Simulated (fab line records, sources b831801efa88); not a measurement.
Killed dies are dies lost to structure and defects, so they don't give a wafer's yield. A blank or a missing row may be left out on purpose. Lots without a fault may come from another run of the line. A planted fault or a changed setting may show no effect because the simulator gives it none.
Chamber matching | flow sky130 | SKY_VIA4_CMP_21 on cmp-02: 4 sister chambers
The step polishes, stops on SiO2, t overpolish 25 s, target thk 0 nm. 4 wafers are shown with their chamber, then 7 later ones without.

WAFERS WITH THEIR CHAMBER
wafer  | chamber | motor_current_A (A)
L410.6 | 1       | 10.1
L411.6 | 2       | 11.4
L414.1 | 3       | 11.9
L414.2 | 0       | 11.8

WAFERS WITHOUT THEIR CHAMBER
wafer  | motor_current_A (A)
L414.4 | 10.4
L417.2 | 12.6
L417.3 | 10.5
L417.6 | 10.6
L421.2 | 10.5
L421.4 | 12.2
L421.5 | 11.0

WHICH CHAMBER EACH WENT THROUGH
wafer  | from the rows above               | in truth
L414.4 | can't be placed: 1 or 2           | 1
L417.2 | can't be placed: 3 or 0 or 2      | 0
L417.3 | can't be placed: 1 or 2           | 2
L417.6 | can't be placed: 1 or 2 or 0 or 3 | 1
L421.2 | can't be placed: 1 or 2           | 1
L421.4 | can't be placed: 3 or 0 or 2      | 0
L421.5 | can't be placed: 2 or 0 or 1 or 3 | 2
Placed correctly: 0 of 7. Can't be placed from these rows: 7 (the true chamber is among the candidates in 7). Placed wrongly: 0.
How it was worked out, from the rows above alone: a wafer's distance from a chamber is the root of the sum, over the readings, of the square of ((its reading less the chamber's mean) divided by the reading's scatter). The wafer belongs to the nearest chamber; if the next one is less than 2 further off, it can't be placed. A chamber's mean is the mean of its shown wafers. The scatter: with one shown wafer a chamber, the root of the mean of the squares of how far each hidden wafer lies from its nearest shown one.
